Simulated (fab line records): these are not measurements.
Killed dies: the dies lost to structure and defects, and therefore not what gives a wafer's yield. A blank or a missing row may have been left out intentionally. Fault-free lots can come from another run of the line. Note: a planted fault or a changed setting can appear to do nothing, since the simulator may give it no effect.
Comparing a struck lot with a sound one    flow sky130    37 out of 708 route steps
Sound: these wafers, L590.2, L590.3, L590.5. The struck wafers were L583.1, L583.2, L583.5. The cause comes at the end.
At each step with rows: each side's tool, then ch and its chambers, then its first start. Under that, the readings that differ: sound wafers    struck wafers    difference of the means    sigmas: that difference in standard deviations of wafers without a fault.
alike: same words and numbers on both sides, and readings whose means sit less than 2 such deviations apart. not compared: any withheld reading, any reading some wafer has no value for, any bound like >300 that may hide the same value, and any number with overlapping values for which the record gives no deviation.
A row with sigmas, a row that says differs or no value, or rows on one side alone: a step with any of these is where the two part. Numbers that have no deviation but don't overlap get no sigmas and don't part them. A reading missing from all wafers of one side parts the sides only when that side holds two or more wafers.

first, 10 steps without rows for these wafers: SKY_POLY_GATE_DEHYDRATE_05 (time 60 s); SKY_POLY_GATE_HMDS_06 (prime time 60 s); SKY_POLY_GATE_COAT_07 (resist thk 110 nm); SKY_POLY_GATE_COAT_08 (resist thk 450 nm); SKY_POLY_GATE_SOFTBAKE_09 (time 90 s); SKY_POLY_GATE_EXPOSE_10 (exposes mask P1M, target cd 150 nm); SKY_POLY_GATE_PEB_11; SKY_POLY_GATE_DEVELOP_12 (develop time 60 s); SKY_POLY_GATE_ETCH_15 (etches BARC in N2/H2, stops on SiO2, time 118.5 s, target depth 110 nm); SKY_POLY_GATE_ETCH_16 (etches Si3N4 in CH3F/O2, stops on poly-Si, time 147.5 s, target depth 75 nm).
SKY_POLY_GATE_ETCH_17: etches poly-Si in HBr/Cl2, stops on SiO2, target depth 180 nm, time 70.5 s.
  sound on rie-si-01 ch 0,1, day 22 22:30; struck on rie-si-02 ch 0,1,3, day 19 20:07
  alike: chamber-pressure-mTorr, drypump-motor-current-A, oes-product-au, rf-fwd-power-W, throttle-valve-pct
  not compared: rf-hours-counter-h
then, 25 steps without rows for these wafers: SKY_POLY_GATE_STRIP_18 (strips in O2/N2); SKY_POLY_GATE_CLEAN_19 (cleans in SC1/SC2, time 150 s); SKY_POLY_GATE_OXIDATION_20 (stabilise 600 s, purge 300 s, target thk 4 nm); SKY_LDD_N_DEHYDRATE_00 (time 60 s); SKY_LDD_N_HMDS_01 (prime time 60 s); SKY_LDD_N_COAT_02 (resist thk 300 nm); SKY_LDD_N_SOFTBAKE_03 (time 60 s); SKY_LDD_N_EXPOSE_04 (exposes mask NTM, target cd 840 nm); SKY_LDD_N_PEB_05; SKY_LDD_N_DEVELOP_06 (develop time 60 s); SKY_LDD_N_IMPLANT_08; SKY_LDD_N_IMPLANT_09; SKY_LDD_N_IMPLANT_10; SKY_LDD_N_IMPLANT_11; SKY_LDD_N_IMPLANT_12; SKY_LDD_N_IMPLANT_13; SKY_LDD_N_IMPLANT_14; SKY_LDD_N_IMPLANT_15; SKY_LDD_N_STRIP_16 (strips in O2/N2); SKY_LDD_P_DEHYDRATE_00 (time 60 s); SKY_LDD_P_HMDS_01 (prime time 60 s); SKY_LDD_P_COAT_02 (resist thk 1140 nm); SKY_LDD_P_SOFTBAKE_03 (time 60 s); SKY_LDD_P_EXPOSE_04 (exposes mask PSDM, target cd 380 nm); SKY_LDD_P_PEB_05.
-- the record jumps here: 28 days lie between the struck wafers' starts before and after (it left off in module LDD_P and takes up again in module PAD_OPEN, whose first step shown is number 708 of the route) --
SKY_PAD_OPEN_PROBE_99:
  sound: prober-01 at day 49 18:06; struck: prober-01 at day 48 00:07
reading              sound     struck       difference  sigmas
killed-at-front-end  15 15 17  62 50 59     +41         +9
killed-dies          85 73 91  129 107 128  +38         +4
  alike: killed_at_M0_to_M3, killed_at_M4_up, killed-at-contacts, killed-at-other, killed-open, killed-short

## WHERE THEY PART
SKY_PAD_OPEN_PROBE_99 only, going by this record.

WHY: the cause the simulator had injected
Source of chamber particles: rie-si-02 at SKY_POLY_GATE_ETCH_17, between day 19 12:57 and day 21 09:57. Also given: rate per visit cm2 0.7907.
